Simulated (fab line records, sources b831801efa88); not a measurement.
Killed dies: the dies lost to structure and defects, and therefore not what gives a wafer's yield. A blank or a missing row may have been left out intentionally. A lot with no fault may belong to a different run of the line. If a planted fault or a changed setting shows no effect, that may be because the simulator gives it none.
fab line records	flow sky130
[record] lots = 12	wafers = 36	lastDay = 49
route steps=708 shown METAL1@438 VIA4@660 PASSIVATION@683 PAD_OPEN@702
lots that met no fault: from a run of the same line without faults
startH: hours from the record's first day to the start of the lot's first wafer shown	waitH: hours since the lot's step before	" same as the row above	L1.1+2: a single row standing in for several wafers	- no value, or no start given	* or withheld: withheld	< > ~ a bound
route shown NAME@n: names a module that has steps shown in the file, with the first one's number in the route	usual: the fault-free wafers' mean and standard deviation	same: alike in all rows	chamber/n: place in a boat	sites: per-site readings	_std_site: standard deviation across them	_edge_site: inner sites' mean taken away from outer sites' mean	radiusMm: how far each site lies from the wafer's centre	mask NAME#n: copy n	behind: the last tool/chamber to shape the wafer	hold: cause of the lot's hold/its duration in hours/its outcome	device: which transistor (n, p or np) failed to switch	end of line: the route-end tests of the same wafers	a step with no rows: only its recipe	killed: dies lost to structure and defects at the first sort, not the wafer's yield	map: a wafer's dies, x killed, . not, _ none there
set.NAME: the setting that was run; set.NAME@STEP: the one run at that earlier step	model.NAME: the simulator's own value behind a step, which no gauge read
route steps across a sampled set of lots; one table per step, one row per wafer
services: a tool's chamber out of use, with start hour (startH, from the record's first day; less than 0 if before it), hours out, and reason
[[steps]]
[step SKY_METAL1_SPUTTER_04]
[recipe] material = TiN	targetThkNm = 70	powerW = 6500	timeS = 58.3	chamberPressurePa = 0.4
[usual] throttleValvePct = 30.2/1
[same] timeS = 58.3
lot.wafer	tool	chamber	startH	waitH	throttleValvePct
L272.1	pvdSputter-02	-	733.88	0.0	30.7
L272.3	"	-	"	"	29.3
L272.4	"	-	"	"	29.1
L274.1	pvdSputter-02	-	742.73	0.0	28.8
L274.3	"	-	"	"	29.0
L274.6	"	-	"	"	28.8
L276.2	pvdSputter-01	-	761.12	0.0	28.5
L276.3	"	-	"	"	31.8
L276.4	"	-	"	"	30.5
L277.2	pvdSputter-01	-	777.43	0.0	28.6
L277.3	"	-	"	"	31.0
L277.5	"	-	"	"	30.2
L279.1	pvdSputter-04	-	794.21	0.0	31.3
L279.3	"	-	"	"	31.4
L279.6	"	-	"	"	31.5
L280.1	pvdSputter-01	-	802.78	0.0	28.5
L280.4	"	-	"	"	31.6
L280.5	"	-	"	"	28.5
L281.3	pvdSputter-04	-	815.77	0.0	30.5
L281.4	"	-	"	"	31.2
L281.5	"	-	"	"	31.0
L283.1	pvdSputter-01	-	824.27	0.0	30.9
L283.4	"	-	"	"	28.6
L283.6	"	-	"	"	30.0
L284.1	pvdSputter-01	-	828.90	0.0	28.8
L284.4	"	-	"	"	30.4
L284.5	"	-	"	"	31.0
L289.3	pvdSputter-01	-	873.42	0.0	31.7
L289.5	"	-	"	"	30.3
L289.6	"	-	"	"	28.7
L290.2	pvdSputter-02	-	876.92	0.0	28.9
L290.3	"	-	"	"	29.1
L290.6	"	-	"	"	28.9
L293.2	pvdSputter-04	-	891.37	0.0	30.1
L293.4	"	-	"	"	30.0
L293.5	"	-	"	"	31.0
[step SKY_VIA4_CMP_21]
[recipe] stopOn = SiO2	tOverpolishS = 25	downForcePsi = 3.5	platenRpm = 58.58	targetThkNm = 0	padVelocityMS = 0.94248
[usual] motorCurrentA = 10.3/0.9	overpolishRunS = 25.000/0.0091	timeToEndpointS = 128/5.5
lot.wafer	tool	chamber	startH	waitH	motorCurrentA	overpolishRunS	timeToEndpointS
L272.3	cmp-01	3	1005.02	0.0	10.5	25.003	134
L272.1	"	0	"	"	9.8	25.001	127
L272.4	"	1	"	"	9.1	24.985	137
L274.3	cmp-01	0	1008.73	0.1	9.6	24.992	126
L274.1	"	1	"	"	9.0	25.000	135
L274.6	"	2	"	"	11.4	24.987	131
L276.3	cmp-01	2	1028.64	0.7	11.4	25.002	126
L276.2	"	3	"	"	10.4	24.991	135
L276.4	"	1	"	"	8.5	25.011	138
L277.3	cmp-02	3	1038.79	0.1	11.1	24.999	126
L277.2	"	1	"	"	11.4	25.007	123
L277.5	"	3	"	"	11.3	25.003	126
L279.3	cmp-01	3	1055.70	0.0	10.6	24.984	137
L279.1	"	0	"	"	10.3	24.994	126
L279.6	"	3	"	"	10.4	24.994	130
L280.1	cmp-01	0	1059.81	0.1	9.3	25.017	127
L280.4	"	1	"	"	8.4	24.989	135
L280.5	"	1	"	"	8.4	24.995	137
L281.3	cmp-01	1	1070.70	0.1	8.4	25.005	134
L281.4	"	3	"	"	10.1	24.988	129
L281.5	"	0	"	"	9.5	25.000	124
L283.1	cmp-01	0	1079.70	0.5	10.0	25.004	128
L283.4	"	3	"	"	10.2	25.011	131
L283.6	"	1	"	"	9.3	25.015	137
L284.1	cmp-01	0	1080.00	0.7	10.2	24.992	125
L284.4	"	2	"	"	11.9	24.991	127
L284.5	"	0	"	"	10.0	24.987	123
L289.3	cmp-01	1	1117.99	0.2	9.1	24.992	134
L289.5	"	2	"	"	11.6	25.001	126
L289.6	"	3	"	"	10.3	24.997	136
L290.3	cmp-02	3	1119.30	0.0	10.8	24.987	124
L290.2	"	1	"	"	11.0	24.997	127
L290.6	"	0	"	"	10.1	24.999	123
L293.4	cmp-02	1	1127.39	0.0	10.5	24.999	122
L293.2	"	2	"	"	11.2	24.990	121
L293.5	"	2	"	"	10.4	25.010	125
[step SKY_PASSIVATION_CVD_02]
[recipe] material = Si3N4	targetThkNm = 540	tempC = 400	timeS = withheld	rfW = 450
[usual] heaterPowerW = 717/110
lot.wafer	tool	chamber	startH	waitH	heaterPowerW
L272.1	pecvd-03	0	1029.86	0.1	597
L272.3	"	1	"	"	777
L272.4	"	2	"	"	619
L274.1	pecvd-02	2	1032.90	0.1	801
L274.3	"	0	"	"	796
L274.6	"	2	"	"	837
L276.2	pecvd-01	0	1051.80	0.0	782
L276.3	"	1	"	"	560
L276.4	"	2	"	"	685
L277.2	pecvd-01	0	1061.73	0.0	932
L277.3	"	1	"	"	522
L277.5	"	2	"	"	719
L279.1	pecvd-01	1	1077.50	0.1	566
L279.3	"	1	"	"	592
L279.6	"	2	"	"	750
L280.1	pecvd-01	2	1082.20	0.1	673
L280.4	"	1	"	"	626
L280.5	"	2	"	"	724
L281.3	pecvd-01	1	1091.61	0.0	641
L281.4	"	0	"	"	956
L281.5	"	1	"	"	506
L283.1	pecvd-03	2	1101.04	0.1	744
L283.4	"	2	"	"	761
L283.6	"	1	"	"	703
L284.1	pecvd-03	2	1101.56	0.1	750
L284.4	"	1	"	"	821
L284.5	"	1	"	"	825
L289.3	pecvd-02	2	1138.50	0.0	894
L289.5	"	1	"	"	562
L289.6	"	2	"	"	736
L290.2	pecvd-02	2	1140.24	0.0	756
L290.3	"	0	"	"	772
L290.6	"	1	"	"	704
L293.2	pecvd-03	2	1147.21	0.0	645
L293.4	"	1	"	"	773
L293.5	"	0	"	"	653
[step SKY_PAD_OPEN_STRIP_08]
[recipe] chemistry = O2/N2	powerW = 1400	pressureMtorr = 1500	platenTempC = withheld	overashFraction = 0.7	o2FlowSccm = 3000	n2FlowSccm = 300
[usual] drypumpMotorCurrentA = 6.0/0.39	oesProductAu = 0.664/0.0048	stripTimeToEndpointS = 37.08/0.089
lot.wafer	tool	chamber	startH	waitH	drypumpMotorCurrentA	oesProductAu	rfHoursCounterH	stripTimeToEndpointS
L272.1	plasmaAsher-02	0	1072.47	0.1	6.1	0.656	63	37.09
L272.3	"	1	"	"	5.6	0.674	-	37.18
L272.4	"	0	"	"	6.1	0.665	-	37.15
L274.1	plasmaAsher-04	0	1076.35	0.1	5.4	0.670	0	37.12
L274.3	"	0	"	"	5.4	0.669	-	37.17
L274.6	"	0	"	"	5.4	0.668	-	37.16
L276.2	plasmaAsher-02	0	1093.37	0.1	6.1	0.655	65	36.95
L276.3	"	1	"	"	5.6	0.663	-	37.19
L276.4	"	0	"	"	6.1	0.668	-	37.13
L277.2	plasmaAsher-02	0	1103.15	0.1	6.0	0.669	66	37.09
L277.3	"	1	"	"	5.6	0.659	-	37.21
L277.5	"	1	"	"	5.6	0.663	-	37.08
L279.1	plasmaAsher-02	1	1117.90	0.1	5.6	0.658	68	37.01
L279.3	"	0	"	"	6.1	0.662	-	37.00
L279.6	"	0	"	"	6.1	0.661	-	37.04
L280.1	plasmaAsher-04	1	1123.71	0.1	6.3	0.652	5	37.22
L280.4	"	1	"	"	6.4	0.668	-	36.99
L280.5	"	1	"	"	6.4	0.668	-	36.92
L281.3	plasmaAsher-01	0	1132.24	0.1	6.7	0.667	-	37.10
L281.4	"	1	"	"	5.9	0.663	-	37.12
L281.5	"	1	"	"	5.9	0.671	-	37.06
L283.1	plasmaAsher-02	0	1140.31	0.1	6.0	0.660	70	37.03
L283.4	"	0	"	"	6.1	0.664	-	37.09
L283.6	"	0	"	"	6.1	0.665	-	37.10
L284.1	plasmaAsher-01	0	1141.26	0.1	6.7	0.661	105	36.98
L284.4	"	1	"	"	5.9	0.667	-	37.06
L284.5	"	0	"	"	6.7	0.660	-	36.96
L289.3	plasmaAsher-01	0	1173.54	0.1	6.7	0.666	-	37.03
L289.5	"	0	"	"	6.7	0.651	-	37.12
L289.6	"	1	"	"	5.9	0.665	-	37.11
L290.2	plasmaAsher-04	1	1175.90	0.1	6.3	0.663	10	36.98
L290.3	"	1	"	"	6.4	0.669	-	37.02
L290.6	"	1	"	"	6.4	0.675	-	37.05
L293.2	plasmaAsher-02	1	1181.85	0.1	5.6	0.663	74	36.99
L293.4	"	1	"	"	5.6	0.660	-	37.07
L293.5	"	1	"	"	5.6	0.657	-	37.06
[step SKY_PAD_OPEN_PROBE_99]
[usual] defectLimitedYield = 82.4/1.9	killed_at_M0_to_M3 = 44/7.2	killed_at_M4_up = 3.1/1.8	killedAtContacts = 25/5.2	killedAtFrontEnd = 15/3.9	killedAtOther = 0.2/0.5	killedDies = 86/9.5	killedOpen = 47/7.3	killedShort = 40/6	sort_bin_3_pad_short = 0.8/0.44	sort_bin_5_function = 10.4/1.5	sort_bin_6_memory = 6.3/1.1	sortNPass = 406/9.5	sortYieldPct = 82.4/1.9
[same] grossDies = 492	killedAtBackSide = 0	sort_bin_4_leakage[%] = 0	sort_bin_8_speed[%] = 0
lot.wafer	tool	chamber	startH	waitH	defectLimitedYield[%]	killed_at_M0_to_M3	killed_at_M4_up	killedAtContacts	killedAtFrontEnd	killedAtOther	killedDies	killedOpen	killedShort	sort_bin_3_pad_short[%]	sort_bin_5_function[%]	sort_bin_6_memory[%]	sortNPass	sortYieldPct[%]
L272.1	prober-02	-	1074.77	0.1	85.4	40	2	19	10	1	72	41	31	0.6	10.2	3.9	420	85.4
L272.3	prober-02	-	1074.87	0.2	84.8	40	1	25	8	1	75	45	30	0.4	9.1	5.7	417	84.8
L272.4	prober-02	-	1074.92	0.2	80.3	57	6	20	14	0	97	53	44	0.8	11.8	7.1	395	80.3
L274.1	prober-02	-	1078.58	0.1	83.9	38	3	23	15	0	79	47	32	0.6	10.4	5.1	413	83.9
L274.3	prober-02	-	1078.68	0.2	79.3	53	5	30	14	0	102	56	46	0.4	11.6	8.7	390	79.3
L274.6	prober-02	-	1078.83	0.2	81.9	48	4	21	16	0	89	44	45	0.8	9.6	7.7	403	81.9
L276.2	prober-02	-	1095.63	0.1	80.5	41	3	30	21	1	96	45	51	1.0	13.0	5.5	396	80.5
L276.3	prober-02	-	1095.68	0.2	78.9	52	3	35	14	0	104	56	48	1.0	13.2	6.9	388	78.9
L276.4	prober-02	-	1095.73	0.2	78.0	60	1	31	16	0	108	60	48	1.0	13.0	7.9	384	78.0
L277.2	prober-01	-	1105.41	0.1	84.1	37	2	25	14	0	78	43	35	0.4	9.3	6.1	414	84.1
L277.3	prober-01	-	1105.46	0.2	78.3	50	2	37	18	0	107	57	50	1.4	13.4	6.9	385	78.3
L277.5	prober-01	-	1105.56	0.2	84.1	40	0	25	12	1	78	41	37	1.6	9.8	4.5	414	84.1
L279.1	prober-02	-	1120.13	0.1	81.5	45	4	31	11	0	91	56	35	0.8	10.6	7.1	401	81.5
L279.3	prober-02	-	1120.23	0.2	84.8	30	10	20	15	0	75	43	32	0.6	9.3	5.3	417	84.8
L279.6	prober-02	-	1120.38	0.2	79.5	45	7	32	17	0	101	52	49	0.6	10.6	9.3	391	79.5
L280.1	prober-01	-	1125.99	0.1	83.5	31	3	33	14	0	81	48	33	0.4	9.6	6.5	411	83.5
L280.4	prober-01	-	1126.14	0.2	84.6	41	3	21	11	0	76	40	36	0.6	9.3	5.5	416	84.6
L280.5	prober-01	-	1126.19	0.2	85.2	30	2	23	17	1	73	44	29	1.2	7.9	5.7	419	85.2
L281.3	prober-02	-	1134.59	0.2	82.7	38	3	25	19	0	85	50	35	0.4	11.2	5.7	407	82.7
L281.4	prober-02	-	1134.64	0.2	81.3	47	4	23	18	0	92	51	41	0.6	11.2	6.9	400	81.3
L281.5	prober-02	-	1134.69	0.2	80.5	45	2	28	21	0	96	47	49	0.2	12.0	7.3	396	80.5
L283.1	prober-02	-	1142.52	0.1	82.3	42	4	25	16	0	87	45	42	1.0	9.3	7.3	405	82.3
L283.4	prober-02	-	1142.67	0.2	81.1	57	1	24	11	0	93	59	34	0.8	12.0	6.1	399	81.1
L283.6	prober-02	-	1142.77	0.2	84.1	40	1	25	12	0	78	40	38	1.4	8.3	6.1	414	84.1
L284.4	prober-01	-	1143.62	0.2	81.7	37	1	28	24	0	90	48	42	0.8	11.4	6.1	402	81.7
L284.5	prober-01	-	1143.67	0.2	79.9	59	2	22	16	0	99	56	43	1.2	11.4	7.5	393	79.9
L289.3	prober-02	-	1175.82	0.2	75.6	85	3	20	12	0	120	53	29	1.2	17.5	5.7	372	75.6
L289.5	prober-02	-	1175.92	0.2	75.0	81	4	24	14	0	123	42	32	2.2	15.0	7.7	369	75.0
L289.6	prober-02	-	1175.97	0.2	76.2	82	1	21	13	0	117	46	36	2.4	15.2	6.1	375	76.2
L290.2	prober-01	-	1178.17	0.1	85.8	34	3	21	11	1	70	35	35	0.4	8.3	5.5	422	85.8
L290.3	prober-01	-	1178.22	0.2	82.3	41	2	24	19	1	87	48	39	1.2	11.8	4.7	405	82.3
L290.6	prober-01	-	1178.37	0.2	80.7	43	5	20	26	1	95	55	40	0.8	12.0	6.5	397	80.7
L293.2	prober-01	-	1184.11	0.1	81.3	57	2	17	16	0	92	62	30	0.2	12.0	6.5	400	81.3
L293.4	prober-01	-	1184.21	0.2	85.0	30	2	31	11	0	74	37	37	1.4	9.1	4.5	418	85.0
L293.5	prober-01	-	1184.26	0.2	83.1	47	4	15	17	0	83	38	45	0.6	10.0	6.3	409	83.1
// killed by level:class
L272.1 VIA1:geometricParticle:open=10 CONTACT:geometricParticle:open=9 POLY_GATE:geometricParticle:open=6 VIA2:geometricParticle:open=6 VIA1:geometricParticle:short=5 LI_CONTACT:geometricParticle:open=4 LOCAL_INTERCONNECT:geometricParticle:short=4 METAL1:geometricParticle:short=4
L272.3 VIA1:geometricParticle:open=13 CONTACT:geometricParticle:open=10 LOCAL_INTERCONNECT:geometricParticle:short=5 VIA1:geometricParticle:short=5 FIELD_ISO:geometricParticle:open=4 LI_CONTACT:geometricParticle:short=4 LI_CONTACT:geometricParticle:open=4 VIA2:geometricParticle:open=4
L272.4 VIA3:geometricParticle:open=12 VIA1:geometricParticle:open=11 METAL2:geometricParticle:short=9 METAL3:geometricParticle:short=6 LI_CONTACT:geometricParticle:short=6 POLY_GATE:geometricParticle:open=5 LOCAL_INTERCONNECT:geometricParticle:short=4 CONTACT:geometricParticle:open=4
L274.1 CONTACT:geometricParticle:open=9 VIA1:geometricParticle:open=8 METAL1:geometricParticle:short=6 VIA2:geometricParticle:open=6 LOCAL_INTERCONNECT:geometricParticle:short=5 FIELD_ISO:geometricParticle:open=4 LI_CONTACT:geometricParticle:open=4 CONTACT:geometricParticle:short=4
L274.3 LI_CONTACT:geometricParticle:open=12 VIA1:geometricParticle:open=11 METAL1:geometricParticle:short=10 VIA2:geometricParticle:open=8 FIELD_ISO:geometricParticle:short=7 LOCAL_INTERCONNECT:geometricParticle:short=6 CONTACT:geometricParticle:short=6 FIELD_ISO:geometricParticle:open=5
L274.6 VIA2:geometricParticle:open=10 METAL2:geometricParticle:short=8 VIA3:geometricParticle:open=7 LI_CONTACT:geometricParticle:open=6 LOCAL_INTERCONNECT:geometricParticle:short=6 FIELD_ISO:geometricParticle:short=5 CONTACT:geometricParticle:open=5 VIA1:geometricParticle:open=5
L276.2 CONTACT:geometricParticle:open=10 METAL2:geometricParticle:short=9 VIA1:geometricParticle:open=8 VIA1:geometricParticle:short=8 LOCAL_INTERCONNECT:geometricParticle:short=7 LI_CONTACT:geometricParticle:open=7 POLY_GATE:geometricParticle:short=6 VIA2:geometricParticle:open=6
L276.3 VIA1:geometricParticle:open=15 VIA1:geometricParticle:short=11 CONTACT:geometricParticle:open=10 LI_CONTACT:geometricParticle:open=10 FIELD_ISO:geometricParticle:short=6 CONTACT:geometricParticle:short=6 METAL1:geometricParticle:short=6 METAL2:geometricParticle:open=6
L276.4 LI_CONTACT:geometricParticle:open=12 CONTACT:geometricParticle:open=8 VIA1:geometricParticle:open=8 METAL2:geometricParticle:short=8 VIA3:geometricParticle:short=7 VIA2:geometricParticle:open=7 VIA3:geometricParticle:open=7 FIELD_ISO:geometricParticle:open=6
L277.2 VIA1:geometricParticle:open=13 LI_CONTACT:geometricParticle:open=8 CONTACT:geometricParticle:open=7 CONTACT:geometricParticle:short=7 FIELD_ISO:geometricParticle:short=6 VIA3:geometricParticle:open=5 METAL1:geometricParticle:short=4 METAL2:geometricParticle:short=4
L277.3 CONTACT:geometricParticle:open=15 VIA1:geometricParticle:open=14 VIA1:geometricParticle:short=8 VIA2:geometricParticle:open=8 LOCAL_INTERCONNECT:geometricParticle:short=7 METAL2:geometricParticle:short=7 POLY_GATE:geometricParticle:short=6 FIELD_ISO:geometricParticle:short=5
L277.5 CONTACT:geometricParticle:open=11 VIA1:geometricParticle:open=8 LI_CONTACT:geometricParticle:open=7 FIELD_ISO:geometricParticle:open=5 FIELD_ISO:geometricParticle:short=5 VIA3:geometricParticle:open=5 VIA3:geometricParticle:short=5 VIA1:geometricParticle:short=4
L279.1 CONTACT:geometricParticle:open=13 VIA1:geometricParticle:open=9 LI_CONTACT:geometricParticle:open=8 VIA2:geometricParticle:open=8 LOCAL_INTERCONNECT:geometricParticle:short=6 VIA3:geometricParticle:open=6 FIELD_ISO:geometricParticle:open=5 METAL2:geometricParticle:short=5
L279.3 LI_CONTACT:geometricParticle:open=9 VIA1:geometricParticle:open=7 METAL4:geometricParticle:short=6 VIA2:geometricParticle:short=5 CONTACT:geometricParticle:short=4 VIA3:geometricParticle:open=4 FIELD_ISO:geometricParticle:open=3 POLY_GATE:geometricParticle:short=3
L279.6 CONTACT:geometricParticle:open=13 LI_CONTACT:geometricParticle:open=12 VIA1:geometricParticle:short=8 VIA1:geometricParticle:open=7 POLY_GATE:geometricParticle:short=6 VIA2:geometricParticle:open=6 METAL2:geometricParticle:short=6 FIELD_ISO:geometricParticle:short=4
L280.1 CONTACT:geometricParticle:open=13 VIA1:geometricParticle:open=10 LOCAL_INTERCONNECT:geometricParticle:short=7 POLY_GATE:geometricParticle:open=6 LI_CONTACT:geometricParticle:open=6 METAL1:geometricParticle:short=4 VIA1:geometricParticle:short=3 CONTACT:geometricParticle:short=3
L280.4 VIA1:geometricParticle:open=11 CONTACT:geometricParticle:open=8 VIA1:geometricParticle:short=5 METAL2:geometricParticle:short=5 VIA2:geometricParticle:short=5 VIA3:geometricParticle:open=5 LI_CONTACT:geometricParticle:open=4 LI_CONTACT:geometricParticle:short=4
L280.5 VIA2:geometricParticle:open=10 VIA1:geometricParticle:open=7 CONTACT:geometricParticle:open=6 POLY_GATE:geometricParticle:open=5 LI_CONTACT:geometricParticle:open=5 LOCAL_INTERCONNECT:geometricParticle:short=5 CONTACT:geometricParticle:short=5 FIELD_ISO:geometricParticle:short=4
L281.3 VIA1:geometricParticle:open=13 LI_CONTACT:geometricParticle:open=9 FIELD_ISO:geometricParticle:short=6 CONTACT:geometricParticle:open=6 SPACER:geometricParticle:short=4 CONTACT:geometricParticle:short=4 METAL2:geometricParticle:short=4 VIA2:geometricParticle:open=4
L281.4 VIA1:geometricParticle:open=13 VIA3:geometricParticle:open=10 METAL2:geometricParticle:short=9 LOCAL_INTERCONNECT:geometricParticle:short=7 LI_CONTACT:geometricParticle:open=6 FIELD_ISO:geometricParticle:open=5 CONTACT:geometricParticle:short=5 FIELD_ISO:geometricParticle:short=4
L281.5 LI_CONTACT:geometricParticle:open=11 VIA1:geometricParticle:open=10 METAL2:geometricParticle:short=9 LOCAL_INTERCONNECT:geometricParticle:short=6 VIA3:geometricParticle:open=6 FIELD_ISO:geometricParticle:short=5 POLY_GATE:geometricParticle:short=5 METAL1:geometricParticle:short=5
L283.1 VIA1:geometricParticle:open=10 CONTACT:geometricParticle:short=8 LI_CONTACT:geometricParticle:open=7 VIA1:geometricParticle:short=7 CONTACT:geometricParticle:open=6 VIA2:geometricParticle:short=6 POLY_GATE:geometricParticle:short=5 VIA2:geometricParticle:open=5
L283.4 VIA1:geometricParticle:open=15 VIA3:geometricParticle:open=10 CONTACT:geometricParticle:open=10 VIA2:geometricParticle:open=7 LI_CONTACT:geometricParticle:open=5 CONTACT:geometricParticle:short=5 POLY_GATE:geometricParticle:short=4 METAL1:geometricParticle:short=4
L283.6 VIA1:geometricParticle:open=8 CONTACT:geometricParticle:open=7 VIA1:geometricParticle:short=7 LI_CONTACT:geometricParticle:open=6 VIA3:geometricParticle:open=6 CONTACT:geometricParticle:short=5 METAL1:geometricParticle:short=5 METAL2:geometricParticle:short=5
L284.4 CONTACT:geometricParticle:open=13 FIELD_ISO:geometricParticle:short=9 VIA1:geometricParticle:open=8 LI_CONTACT:geometricParticle:open=7 METAL1:geometricParticle:short=7 FIELD_ISO:geometricParticle:open=5 POLY_GATE:geometricParticle:short=5 POLY_GATE:geometricParticle:open=4
L284.5 VIA1:geometricParticle:open=14 VIA2:geometricParticle:open=14 VIA3:geometricParticle:open=8 METAL1:geometricParticle:short=7 VIA1:geometricParticle:short=7 FIELD_ISO:geometricParticle:short=6 LOCAL_INTERCONNECT:geometricParticle:short=6 CONTACT:geometricParticle:open=5
L289.3 METAL1:unspecified=38 VIA3:geometricParticle:open=13 VIA1:geometricParticle:open=10 VIA2:geometricParticle:open=8 CONTACT:geometricParticle:open=7 LI_CONTACT:geometricParticle:open=6 FIELD_ISO:geometricParticle:open=3 LI_CONTACT:geometricParticle:short=3
L289.5 METAL1:unspecified=49 CONTACT:geometricParticle:open=11 CONTACT:geometricParticle:short=8 VIA3:geometricParticle:open=6 VIA1:geometricParticle:open=5 VIA2:geometricParticle:open=5 FIELD_ISO:geometricParticle:short=4 POLY_GATE:geometricParticle:open=4
L289.6 METAL1:unspecified=35 VIA1:geometricParticle:open=10 VIA2:geometricParticle:open=8 VIA1:geometricParticle:short=7 LI_CONTACT:geometricParticle:open=6 CONTACT:geometricParticle:open=6 METAL1:geometricParticle:short=6 METAL2:geometricParticle:short=6
L290.2 VIA1:geometricParticle:open=9 CONTACT:geometricParticle:open=6 VIA3:geometricParticle:open=6 METAL2:geometricParticle:short=5 LI_CONTACT:geometricParticle:short=5 LOCAL_INTERCONNECT:geometricParticle:short=4 FIELD_ISO:geometricParticle:open=3 POLY_GATE:geometricParticle:open=3
L290.3 CONTACT:geometricParticle:open=11 VIA1:geometricParticle:open=8 LI_CONTACT:geometricParticle:open=7 FIELD_ISO:geometricParticle:short=6 VIA3:geometricParticle:open=6 METAL1:geometricParticle:short=5 VIA2:geometricParticle:open=5 VIA2:geometricParticle:short=5
L290.6 VIA1:geometricParticle:open=10 FIELD_ISO:geometricParticle:short=9 CONTACT:geometricParticle:open=9 FIELD_ISO:geometricParticle:open=6 METAL1:geometricParticle:short=6 METAL2:geometricParticle:short=6 VIA3:geometricParticle:open=6 METAL1:geometricParticle:open=5
L293.2 VIA1:geometricParticle:open=17 VIA3:geometricParticle:open=12 CONTACT:geometricParticle:open=11 FIELD_ISO:geometricParticle:open=7 VIA1:geometricParticle:short=6 METAL1:geometricParticle:short=5 LI_CONTACT:geometricParticle:open=4 VIA2:geometricParticle:open=4
L293.4 LI_CONTACT:geometricParticle:open=7 LOCAL_INTERCONNECT:geometricParticle:short=7 CONTACT:geometricParticle:short=7 METAL1:geometricParticle:short=6 FIELD_ISO:geometricParticle:open=5 VIA1:geometricParticle:open=5 CONTACT:geometricParticle:open=5 METAL3:geometricParticle:short=5
L293.5 CONTACT:geometricParticle:open=8 METAL1:geometricParticle:short=8 VIA3:geometricParticle:open=8 VIA2:geometricParticle:open=6 VIA1:geometricParticle:open=5 METAL2:geometricParticle:short=5 METAL3:geometricParticle:short=5 FIELD_ISO:geometricParticle:short=4
[[services]]
tool	chamber	startH	hours	kind
cmp-01	-	740.62	1.4	repair
pecvd-01	2	753.31	10.6	repair
pecvd-01	1	768.58	18.0	repair
pecvd-03	-	773.35	6.0	pm
cmp-01	-	782.77	6.5	pm
pecvd-03	-	794.54	0.3	repair
cmp-01	-	828.08	0.4	repair
cmp-01	-	840.32	3.9	repair
plasmaAsher-02	-	872.94	14.6	pm
cmp-01	-	922.82	4.0	pm
pvdSputter-01	-	944.39	1.8	repair
pvdSputter-01	-	1023.38	7.0	repair
pecvd-01	-	1025.98	2.0	repair
pecvd-01	2	1026.70	10.4	repair
pvdSputter-01	-	1030.49	4.5	repair
pecvd-01	-	1052.61	0.5	repair
pecvd-01	0	1070.29	19.4	repair
cmp-01	-	1085.69	1.4	repair
pecvd-01	-	1097.02	0.3	repair
pecvd-01	-	1098.17	3.7	repair
pvdSputter-01	-	1143.25	0.6	repair
cmp-01	-	1151.77	6.1	pm
cmp-01	-	1157.90	19.3	pm
cmp-01	-	1177.24	4.3	pm
[[key]]
[firstSign] step = SKY_PAD_OPEN_PROBE_99	reading = killed_at_M0_to_M3	direction = up	sigmas = 5.4	usual = 44	struck = 83
[effect] step = SKY_PAD_OPEN_PROBE_99	reading = sort_bin_5_function	direction = up	sigmas = 3.7	usual = 10.4	struck = 15.9
metAt SKY_METAL1_SPUTTER_04
struckLots L289
notActingAt SKY_VIA4_CMP_21,SKY_PASSIVATION_CVD_02,SKY_PAD_OPEN_STRIP_08
onsetBetween 828.90 873.42
[fault] kind = chamberParticleSource	tool = pvdSputter-01	chamber = -	onsetH = 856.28	steps = SKY_METAL1_SPUTTER_04	ratePerVisitCm2 = 0.70763	endH = 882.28
